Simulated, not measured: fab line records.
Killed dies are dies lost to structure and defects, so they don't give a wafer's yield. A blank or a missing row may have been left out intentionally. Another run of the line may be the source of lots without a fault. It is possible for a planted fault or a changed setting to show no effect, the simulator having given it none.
Chamber matching || flow gf180mcu || GF_V3_CMP_26 on cmp-02: 3 sister chambers
The step polishes, stops on SiO2, t overpolish 15 s, target thk 0 nm. 6 wafers are shown with their chamber, then 5 later ones without.

EACH WAFER AND ITS CHAMBER
{"wafer": "L248.3", "chamber": 0, "motorCurrentA (A)": 10.9, "timeToEndpointS (s)": 84}
{"wafer": "L252.2", "chamber": 0, "motorCurrentA (A)": 10.6, "timeToEndpointS (s)": 81}
{"wafer": "L266.2", "chamber": 1, "motorCurrentA (A)": 11.4, "timeToEndpointS (s)": 85}
{"wafer": "L266.6", "chamber": 2, "motorCurrentA (A)": 9.8, "timeToEndpointS (s)": 82}
{"wafer": "L269.2", "chamber": 2, "motorCurrentA (A)": 9.6, "timeToEndpointS (s)": 82}
{"wafer": "L269.4", "chamber": 1, "motorCurrentA (A)": 10.6, "timeToEndpointS (s)": 84}

WAFERS WHOSE CHAMBER IS MISSING
{"wafer": "L269.5", "motorCurrentA (A)": 10.7, "timeToEndpointS (s)": 88}
{"wafer": "L268.2", "motorCurrentA (A)": 10.0, "timeToEndpointS (s)": 81}
{"wafer": "L268.5", "motorCurrentA (A)": 10.1, "timeToEndpointS (s)": 78}
{"wafer": "L271.1", "motorCurrentA (A)": 10.4, "timeToEndpointS (s)": 83}
{"wafer": "L271.2", "motorCurrentA (A)": 9.6, "timeToEndpointS (s)": 82}

WHICH CHAMBER EACH WENT THROUGH
{"wafer": "L269.5", "from the rows above": "can't be placed: 1 or 0", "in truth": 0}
{"wafer": "L268.2", "from the rows above": "can't be placed: 2 or 0", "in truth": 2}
{"wafer": "L268.5", "from the rows above": "can't be placed: 2 or 0", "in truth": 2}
{"wafer": "L271.1", "from the rows above": "can't be placed: 0 or 1 or 2", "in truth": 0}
{"wafer": "L271.2", "from the rows above": 2, "in truth": 2}
Correct placement for 1 of the 5. These rows do not allow placing 4 (true chamber among the candidates in 4). Placed wrongly: 0.
How it was worked out, from the rows above alone: a wafer's distance from a chamber is the root of the sum, over the readings, of the square of ((its reading less the chamber's mean) divided by the reading's scatter). The wafer belongs to the nearest chamber; if the next one is less than 2 further off, it can't be placed. Each chamber's mean is taken over the wafers shown for it. The scatter is the square root of a quotient: the sum, over the shown wafers, of each reading's squared deviation from its chamber's mean, divided by wafers minus chambers.
